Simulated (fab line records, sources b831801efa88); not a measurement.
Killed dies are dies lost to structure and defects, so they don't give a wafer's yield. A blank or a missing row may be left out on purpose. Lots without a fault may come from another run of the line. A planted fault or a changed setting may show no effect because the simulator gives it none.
fab line records | flow sky130
record lots=12 wafers=36 last_day=50
route steps=708 shown VT_ADJUST_NCORE@130 VT_ADJUST_HVTR@140 LOCAL_INTERCONNECT@400 VIA2@527 PAD_OPEN@708
lots that met no fault: from a run of the same line without faults
start_h: hours from the record's first day to the start of the lot's first wafer shown | wait_h: hours since the lot's step before | " the same as in the row above | L1.1+2: a row that stands for several wafers | - no value, or no start given | * or withheld: withheld | < > ~ a bound
route shown NAME@n: a module of which the file shows steps, and the number in the route of the first | usual: mean/standard deviation of fault-free wafers | same: alike in all rows | chamber/n: place in a boat | sites: the reading at each site | _std_site: their standard deviation | _edge_site: outer sites' mean less inner sites' | radius_mm: how far each site lies from the wafer's centre | mask NAME#n: copy n | behind: the tool/chamber that last shaped the wafer | hold: why the lot was held/for how many hours/how that ended | device: the transistor (n, p or np) that didn't switch | end of line: the same wafers' tests at the end of the route | a step without rows: its recipe alone | killed: dies lost to structure and defects at the first sort, not the wafer's yield | map: a wafer's dies, x killed, . not, _ none there
set.NAME: the setting as run; set.NAME@STEP: as run at that earlier step | model.NAME: the simulator's own value behind a step, which no gauge read
steps of the route over a sample of lots; a table a step, a row a wafer
services: from which hour (start_h, from the record's first day; less than 0 if before it) a tool's chamber was out of use, for how many hours, and why
## steps
# step SKY_VT_ADJUST_NCORE_TW_MEAS_11
# usual VT_ADJUST_NCORE_TW=215.9/1.6
# columns lot.wafer tool chamber start_h wait_h VT_ADJUST_NCORE_TW
L399.1 film_metro-04 - 192.97 0.1 218.0
L399.2 " - " " 218.1
L399.3 " - " " 217.1
L401.1 film_metro-04 - 210.14 0.1 217.0
L401.3 " - " " 216.4
L401.6 " - " " 217.7
L402.4 film_metro-02 - 211.25 0.1 215.2
L402.5 " - " " 215.5
L402.6 " - " " 216.2
L404.1 film_metro-02 - 224.62 0.1 214.1
L404.3 " - " " 215.9
L404.6 " - " " 213.3
L403.2 film_metro-04 - 225.95 0.1 217.5
L403.3 " - " " 217.7
L403.4 " - " " 217.7
L408.3 film_metro-02 - 256.36 0.1 213.8
L408.4 " - " " 213.9
L408.5 " - " " 214.0
L410.3 film_metro-04 - 277.69 0.1 217.1
L410.5 " - " " 218.0
L410.6 " - " " 215.9
L409.2 film_metro-02 - 278.50 0.1 215.9
L409.3 " - " " 215.7
L409.4 " - " " 214.7
L412.1 film_metro-03 - 287.57 0.1 216.4
L412.2 " - " " 216.7
L412.4 " - " " 216.3
L411.3 film_metro-03 - 287.89 0.1 214.9
L411.4 " - " " 215.5
L411.6 " - " " 215.1
L413.2 film_metro-02 - 293.93 0.1 212.6
L413.3 " - " " 213.8
L413.4 " - " " 214.0
L421.2 film_metro-03 - 335.18 0.1 215.9
L421.3 " - " " 215.7
L421.5 " - " " 214.8
# step SKY_VT_ADJUST_HVTR_IMPLANT_09
# recipe species=B energy_kev=10 dose_cm2=2.1e+12 tilt_deg=withheld
# usual dose_ions_cm2=2.1e+12/2.2e+09 faraday_current_uA=11.87/0.25
# columns lot.wafer tool chamber start_h wait_h dose_ions_cm2 faraday_current_uA
L399.1 implanter-02 0 213.84 0.0 2.0973e+12 11.61
L399.2 " 0 " " 2.0983e+12 12.16
L399.3 " 0 " " 2.0956e+12 11.79
L401.1 implanter-01 0 233.07 0.0 2.0976e+12 11.76
L401.3 " 0 " " 2.1001e+12 11.99
L401.6 " 0 " " 2.0985e+12 11.66
L402.4 implanter-02 0 233.97 0.1 2.0998e+12 11.95
L402.5 " 0 " " 2.0989e+12 12.39
L402.6 " 0 " " 2.098e+12 11.91
L404.1 implanter-04 0 248.04 0.0 2.1001e+12 11.93
L404.3 " 0 " " 2.1018e+12 11.86
L404.6 " 0 " " 2.0993e+12 12.11
L403.2 implanter-04 0 249.42 0.0 2.1002e+12 11.81
L403.3 " 0 " " 2.0998e+12 11.88
L403.4 " 0 " " 2.0971e+12 12.11
L408.3 implanter-04 0 281.29 0.1 2.1005e+12 12.06
L408.4 " 0 " " 2.1015e+12 12.33
L408.5 " 0 " " 2.1021e+12 11.89
L410.3 implanter-04 0 302.59 0.1 2.1026e+12 11.85
L410.5 " 0 " " 2.0995e+12 11.70
L410.6 " 0 " " 2.0979e+12 11.84
L409.2 implanter-04 0 303.36 0.0 2.1011e+12 12.14
L409.3 " 0 " " 2.0992e+12 11.95
L409.4 " 0 " " 2.1016e+12 11.79
L412.1 implanter-04 0 312.87 0.0 5.929e+11 3.36
L412.2 " 0 " " 5.947e+11 3.32
L412.4 " 0 " " 5.921e+11 3.26
L411.3 implanter-02 0 313.09 0.1 2.1028e+12 12.12
L411.4 " 0 " " 2.1005e+12 11.73
L411.6 " 0 " " 2.1013e+12 11.54
L413.2 implanter-04 0 319.57 0.0 5.94e+11 3.39
L413.3 " 0 " " 5.975e+11 3.33
L413.4 " 0 " " 5.966e+11 3.32
L421.2 implanter-02 0 362.84 0.0 2.1037e+12 11.94
L421.3 " 0 " " 2.1015e+12 12.01
L421.5 " 0 " " 2.1026e+12 11.48
# step SKY_VT_ADJUST_HVTR_TW_MEAS_11
# usual VT_ADJUST_HVTR_TW=208.5/1.2
# columns lot.wafer tool chamber start_h wait_h VT_ADJUST_HVTR_TW
L399.1 film_metro-03 - 214.09 0.1 208.5
L399.2 " - " " 208.4
L399.3 " - " " 207.8
L401.1 film_metro-04 - 233.32 0.1 209.2
L401.3 " - " " 209.5
L401.6 " - " " 207.9
L402.4 film_metro-04 - 234.17 0.1 208.9
L402.5 " - " " 209.3
L402.6 " - " " 210.6
L404.1 film_metro-01 - 248.29 0.1 209.1
L404.3 " - " " 208.4
L404.6 " - " " 209.6
L403.2 film_metro-03 - 249.65 0.1 208.1
L403.3 " - " " 208.3
L403.4 " - " " 208.5
L408.3 film_metro-01 - 281.51 0.1 206.6
L408.4 " - " " 205.7
L408.5 " - " " 206.9
L410.3 film_metro-03 - 302.81 0.1 206.7
L410.5 " - " " 207.6
L410.6 " - " " 207.3
L409.2 film_metro-01 - 303.60 0.1 209.1
L409.3 " - " " 207.8
L409.4 " - " " 210.4
L412.1 film_metro-03 - 313.12 0.1 147.0
L412.2 " - " " 147.2
L412.4 " - " " 147.5
L411.3 film_metro-01 - 313.31 0.1 208.9
L411.4 " - " " 210.2
L411.6 " - " " 208.5
L413.2 film_metro-04 - 319.80 0.1 147.6
L413.3 " - " " 147.9
L413.4 " - " " 148.0
L421.2 film_metro-03 - 363.08 0.1 209.0
L421.3 " - " " 207.9
L421.5 " - " " 208.4
# step SKY_LOCAL_INTERCONNECT_ETCH_13
# recipe chemistry=N2/H2 target=BARC ion_energy_ev=200 bias_w=100 pressure_mtorr=30 n2_flow_sccm=100 h2_flow_sccm=200 icp_w=500 stop_on=SiO2 time_s=45.9 target_depth_a=600
# usual drypump_motor_current_A=5.3/0.39 oes_product_au=0.855/0.0049 throttle_valve_pct=13.225/0.0089
# columns lot.wafer tool chamber start_h wait_h drypump_motor_current_A oes_product_au rf_hours_counter_h throttle_valve_pct
L399.1 rie_metal-04 1 715.99 0.0 5.2 0.858 1.0 13.221
L399.2 " 1 " " 5.2 0.860 - 13.226
L399.3 " 1 " " 5.2 0.851 - 13.219
L401.1 rie_metal-04 1 736.29 0.0 5.1 0.849 1.8 13.232
L401.3 " 1 " " 5.1 0.859 - 13.223
L401.6 " 1 " " 5.1 0.856 - 13.221
L402.4 rie_metal-04 0 743.01 0.0 5.1 0.856 - 13.227
L402.5 " 1 " " 5.1 0.859 - 13.209
L402.6 " 0 " " 5.1 0.857 - 13.217
L403.2 rie_metal-02 0 757.04 0.0 4.9 0.855 1.9 13.237
L403.3 " 1 " " 5.7 0.854 - 13.221
L403.4 " 0 " " 4.9 0.860 - 13.223
L404.1 rie_metal-04 1 757.69 0.0 5.2 0.849 2.6 13.213
L404.3 " 0 " " 5.1 0.859 - 13.226
L404.6 " 1 " " 5.1 0.844 - 13.222
L408.3 rie_metal-03 0 791.01 0.1 6.4 0.857 - 13.232
L408.4 " 0 " " 6.4 0.849 - 13.229
L408.5 " 0 " " 6.4 0.852 - 13.213
L409.2 rie_metal-04 1 813.24 0.0 5.2 0.852 4.2 13.217
L409.3 " 0 " " 5.1 0.846 - 13.233
L409.4 " 1 " " 5.2 0.852 - 13.236
L410.3 rie_metal-04 1 814.86 0.0 5.1 0.857 - 13.219
L410.5 " 1 " " 5.1 0.855 - 13.225
L410.6 " 0 " " 5.1 0.860 - 13.227
L411.3 rie_metal-04 0 824.91 0.0 5.1 0.851 - 13.231
L411.4 " 1 " " 5.2 0.850 - 13.239
L411.6 " 1 " " 5.2 0.846 - 13.227
L412.1 rie_metal-03 1 825.57 0.0 5.2 0.860 0.9 13.235
L412.2 " 1 " " 5.1 0.860 - 13.235
L412.4 " 1 " " 5.2 0.852 - 13.223
L413.2 rie_metal-03 1 829.29 0.0 5.1 0.856 - 13.217
L413.3 " 1 " " 5.1 0.857 - 13.221
L413.4 " 1 " " 5.1 0.859 - 13.231
L421.2 rie_metal-02 1 869.67 0.0 5.7 0.861 6.9 13.237
L421.3 " 1 " " 5.7 0.855 - 13.223
L421.5 " 1 " " 5.7 0.859 - 13.212
# step SKY_VIA2_SPUTTER_20
# recipe material=TiN target_thk_nm=20 chamber_pressure_pa=5 power_w=4000 time_s=80
# usual throttle_valve_pct=30.0/0.91
# columns lot.wafer tool chamber start_h wait_h throttle_valve_pct
L399.1 pvd_sputter-04 - 859.69 0.0 28.0
L399.2 " - " " 29.9
L399.3 " - " " 30.3
L401.1 pvd_sputter-03 - 877.87 0.0 31.8
L401.3 " - " " 29.8
L401.6 " - " " 30.1
L402.4 pvd_sputter-03 - 884.03 0.0 30.7
L402.5 " - " " 30.7
L402.6 " - " " 31.9
L403.2 pvd_sputter-04 - 898.24 0.0 28.5
L403.3 " - " " 30.0
L403.4 " - " " 29.8
L404.1 pvd_sputter-02 - 899.04 0.0 29.3
L404.3 " - " " 30.4
L404.6 " - " " 29.2
L408.3 pvd_sputter-02 - 930.40 0.0 30.5
L408.4 " - " " 29.2
L408.5 " - " " 30.5
L409.2 pvd_sputter-03 - 947.79 0.0 29.8
L409.3 " - " " 31.8
L409.4 " - " " 30.3
L410.3 pvd_sputter-02 - 950.52 0.0 29.5
L410.5 " - " " 29.8
L410.6 " - " " 29.5
L411.3 pvd_sputter-04 - 959.31 0.0 29.7
L411.4 " - " " 29.6
L411.6 " - " " 30.4
L412.1 pvd_sputter-03 - 961.64 0.0 31.9
L412.2 " - " " 30.6
L412.4 " - " " 32.0
L413.2 pvd_sputter-04 - 964.34 0.0 30.0
L413.3 " - " " 30.4
L413.4 " - " " 28.2
L421.2 pvd_sputter-02 - 1001.05 0.0 30.2
L421.3 " - " " 28.9
L421.5 " - " " 29.2
# step SKY_PAD_OPEN_PROBE_99
# usual killed_at_M0_to_M3=43/7.4 killed_at_M4_up=3.3/2 killed_at_contacts=24/5.4 killed_at_front_end=16/4.2 killed_at_other=0.3/0.61 killed_dies=87/9.4 killed_on_rim=17/3.8 killed_open=47/7.3 killed_short=40/6.7
# same gross_dies=492 killed_at_back_side=0
# columns lot.wafer tool chamber start_h wait_h killed_at_M0_to_M3 killed_at_M4_up killed_at_contacts killed_at_front_end killed_at_other killed_dies killed_on_rim killed_open killed_short
L411.3 prober-02 - 1165.36 0.2 46 4 18 9 1 78 17 43 34
L411.4 prober-02 - 1165.41 0.2 40 6 26 15 0 87 18 44 43
L411.6 prober-02 - 1165.51 0.2 32 2 22 14 2 72 13 44 27
# killed by level:class
L411.3 VIA2:geometric_particle:open=15 METAL2:geometric_particle:short=9 LI_CONTACT:geometric_particle:open=7 METAL1:geometric_particle:short=7 VIA1:geometric_particle:open=5 VIA3:geometric_particle:open=5 POLY_GATE:geometric_particle:open=4 CONTACT:geometric_particle:short=4
L411.4 CONTACT:geometric_particle:open=10 VIA2:geometric_particle:open=8 VIA1:geometric_particle:open=7 METAL3:geometric_particle:short=6 METAL1:geometric_particle:short=6 CONTACT:geometric_particle:short=5 LI_CONTACT:geometric_particle:short=4 LI_CONTACT:geometric_particle:open=4
L411.6 VIA1:geometric_particle:open=11 CONTACT:geometric_particle:open=9 VIA2:geometric_particle:open=7 FIELD_ISO:geometric_particle:short=5 LI_CONTACT:geometric_particle:open=4 CONTACT:geometric_particle:short=4 VIA2:geometric_particle:short=3 POLY_GATE:geometric_particle:open=3
## services
# columns tool chamber start_h hours kind
implanter-02 - 207.17 0.7 repair
pvd_sputter-04 - 220.20 3.9 repair
pvd_sputter-02 - 271.31 8.6 repair
pvd_sputter-02 - 281.09 5.4 repair
implanter-04 - 294.35 4.1 repair
pvd_sputter-03 - 314.28 2.1 repair
implanter-02 - 377.45 4.4 repair
rie_metal-04 0 397.24 2.5 repair
implanter-04 - 406.27 2.0 repair
rie_metal-04 - 428.16 0.3 repair
implanter-04 - 428.79 6.7 pm
rie_metal-04 - 554.21 1.4 pm
rie_metal-04 - 581.20 0.4 repair
implanter-04 - 599.37 2.7 pm
implanter-04 - 619.55 1.3 repair
rie_metal-04 - 658.99 0.6 repair
rie_metal-04 - 676.44 14.6 pm
implanter-04 - 685.81 2.6 repair
implanter-04 - 708.64 2.4 repair
rie_metal-04 - 770.84 1.5 repair
rie_metal-04 - 872.41 2.8 pm
implanter-04 - 887.54 0.8 repair
implanter-04 - 917.71 7.3 pm
implanter-04 - 976.32 6.8 pm
## key
first_sign step=SKY_VT_ADJUST_HVTR_IMPLANT_09 reading=dose_ions_cm2 direction=down sigmas=99+ usual=* struck=*
effect step=SKY_VT_ADJUST_HVTR_IMPLANT_09 reading=faraday_current_uA direction=down sigmas=34 usual=11.87 struck=3.33
effect step=SKY_VT_ADJUST_HVTR_TW_MEAS_11 reading=VT_ADJUST_HVTR_TW direction=down sigmas=53 usual=208.5 struck=147.6
met_at SKY_VT_ADJUST_HVTR_IMPLANT_09
struck_lots L412,L413
tester_left_out L412,L413
not_acting_at SKY_VT_ADJUST_NCORE_TW_MEAS_11,SKY_LOCAL_INTERCONNECT_ETCH_13,SKY_VIA2_SPUTTER_20
onset_between 303.36 312.87
fault kind=process_parameter_drift tool=implanter-04 chamber=- onset_h=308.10 steps=SKY_VT_ADJUST_HVTR_IMPLANT_09 channel=dose_cm2 offset=* shape=step end_h=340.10 acts_in=* stated=*
# tester_left_out: of these lots the tester's yield and bins aren't shown, on N5 and GAA mostly nor the transistor test; their killed dies are dies lost to structure and defects alone, not to doping, threshold or leakage, so they don't give the yield
